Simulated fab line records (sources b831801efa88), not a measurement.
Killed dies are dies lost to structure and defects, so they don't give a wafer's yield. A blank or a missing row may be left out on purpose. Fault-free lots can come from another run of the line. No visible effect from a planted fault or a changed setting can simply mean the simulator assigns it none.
Shared-tool check    flow gf180mcu    12 lots, 36 wafers sampled

## THE REASON FOR OPENING IT
At GF_HV_LDD_RS_MEAS_53 the reading HV_LDD_RS is flagged on 2 of 12 lots. Wafers without a fault read 418.3 ohm/sq, standard deviation 0.89.
Rule: a lot gets a flag if all its wafers with a number sit over 4 standard deviations from that mean, or if no wafer of it has a number. The other lots count as sound.

lot   measured      on             HV_LDD_RS (ohm/sq), wafer by wafer  flag
L630  day 12 09:26  film_metro-04  419.0 419.5 418.8                   
L631  day 12 22:52  film_metro-03  419.7 419.6 420.3                   
L633  day 13 07:50  film_metro-04  418.6 417.6 418.0                   
L632  day 13 08:10  film_metro-04  416.4 416.8 417.2                   
L636  day 14 07:32  film_metro-02  373.5 373.3 373.5                   FLAGGED
L637  day 14 20:49  film_metro-02  418.9 419.7 418.3                   
L638  day 15 02:54  film_metro-02  374.0 373.9 373.0                   FLAGGED
L646  day 17 15:36  film_metro-02  419.4 419.0 418.9                   
L647  day 18 07:07  film_metro-04  417.6 417.2 417.2                   
L648  day 18 08:14  film_metro-03  419.1 419.3 418.5                   
L650  day 18 22:36  film_metro-04  417.7 416.9 418.4                   
L652  day 20 07:08  film_metro-04  419.6 417.1 418.4                   
Average over the flagged lots: 373.5 ohm/sq; offset from the usual -44.8 ohm/sq, equal to -50 standard deviations.

## WHICH TOOL EACH LOT WENT THROUGH
2 process steps preceding the reading are held in the record, out of 602 steps in the route. In each cell: the tool, then ch and the chambers that the sampled wafers went through, then the start.
lot   flag     GF_DUAL_GATE_STRIP_13                 GF_HV_LDD_IMPLANT_34
L630           plasma_asher-01 ch 0,1, day 8 09:05   implanter-03 ch 0, day 11 13:16
L631           plasma_asher-01 ch 0,1, day 8 17:45   implanter-02 ch 0, day 12 03:02
L633           plasma_asher-01 ch 0,1, day 9 03:35   implanter-02 ch 0, day 12 11:19
L632           plasma_asher-04 ch 1, day 8 22:18     implanter-04 ch 0, day 12 11:28
L636  FLAGGED  plasma_asher-03 ch 0,1, day 10 00:04  implanter-03 ch 0, day 13 09:49
L637           plasma_asher-03 ch 0,1, day 10 11:29  implanter-04 ch 0, day 13 22:17
L638  FLAGGED  plasma_asher-03 ch 0,1, day 10 18:10  implanter-03 ch 0, day 14 05:07
L646           plasma_asher-03 ch 0,1, day 12 20:53  implanter-03 ch 0, day 16 15:47
L647           plasma_asher-04 ch 0,1, day 13 08:02  implanter-02 ch 0, day 17 07:05
L648           plasma_asher-04 ch 0,1, day 13 11:20  implanter-03 ch 0, day 17 08:31
L650           plasma_asher-04 ch 0,1, day 13 23:38  implanter-03 ch 0, day 17 21:11
L652           plasma_asher-01 ch 0,1, day 15 01:15  implanter-03 ch 0, day 19 05:58
What is done by these steps:
- GF_DUAL_GATE_STRIP_13: strips in O2/N2.
- GF_HV_LDD_IMPLANT_34
- GF_HV_LDD_RS_MEAS_53: measures by four-point-probe.

## FLAGGED OVER TOTAL, TOOL BY TOOL (the gauges that took the reading come last)
step                   tool             lots run  flagged  share of the flagged lots  sound lots run after its first flagged lot
GF_DUAL_GATE_STRIP_13  plasma_asher-01  4         0        none                       -
GF_DUAL_GATE_STRIP_13  plasma_asher-03  4         2        all                        2 (L637,L646)
GF_DUAL_GATE_STRIP_13  plasma_asher-04  4         0        none                       -
GF_HV_LDD_IMPLANT_34   implanter-02     3         0        none                       -
GF_HV_LDD_IMPLANT_34   implanter-03     7         2        all                        4 (L646,L648,L650,L652)
GF_HV_LDD_IMPLANT_34   implanter-04     2         0        none                       -
GF_HV_LDD_RS_MEAS_53   film_metro-02    4         2        all                        2 (L637,L646)
GF_HV_LDD_RS_MEAS_53   film_metro-03    2         0        none                       -
GF_HV_LDD_RS_MEAS_53   film_metro-04    6         0        none                       -

## WHAT IS ALLOWED BY THE TABLE
All flagged lots were run by 3 table rows, namely plasma_asher-03 at GF_DUAL_GATE_STRIP_13, implanter-03 at GF_HV_LDD_IMPLANT_34, film_metro-02 at GF_HV_LDD_RS_MEAS_53.
- plasma_asher-03 at GF_DUAL_GATE_STRIP_13: 2 of its 4 lots flagged. After the first flagged lot (L637, L646), sound lots still ran on it; a lasting fault on the whole tool would not permit that.
- implanter-03 at GF_HV_LDD_IMPLANT_34: 2 of its 7 lots flagged. After the first flagged lot (L646, L648, L650, L652), sound lots still ran on it; a lasting fault on the whole tool would not permit that. Its own readings (tilt_deg) fall more than 4 standard deviations out on all wafers of the flagged lots.
- film_metro-02 at GF_HV_LDD_RS_MEAS_53: 2 of its 4 lots flagged. After the first flagged lot (L637, L646), sound lots still ran on it; a lasting fault on the whole tool would not permit that.
Every row of the table either missed a flagged lot or ran a sound lot after the first.

## WHAT HAD BEEN PUT IN BY THE SIMULATOR
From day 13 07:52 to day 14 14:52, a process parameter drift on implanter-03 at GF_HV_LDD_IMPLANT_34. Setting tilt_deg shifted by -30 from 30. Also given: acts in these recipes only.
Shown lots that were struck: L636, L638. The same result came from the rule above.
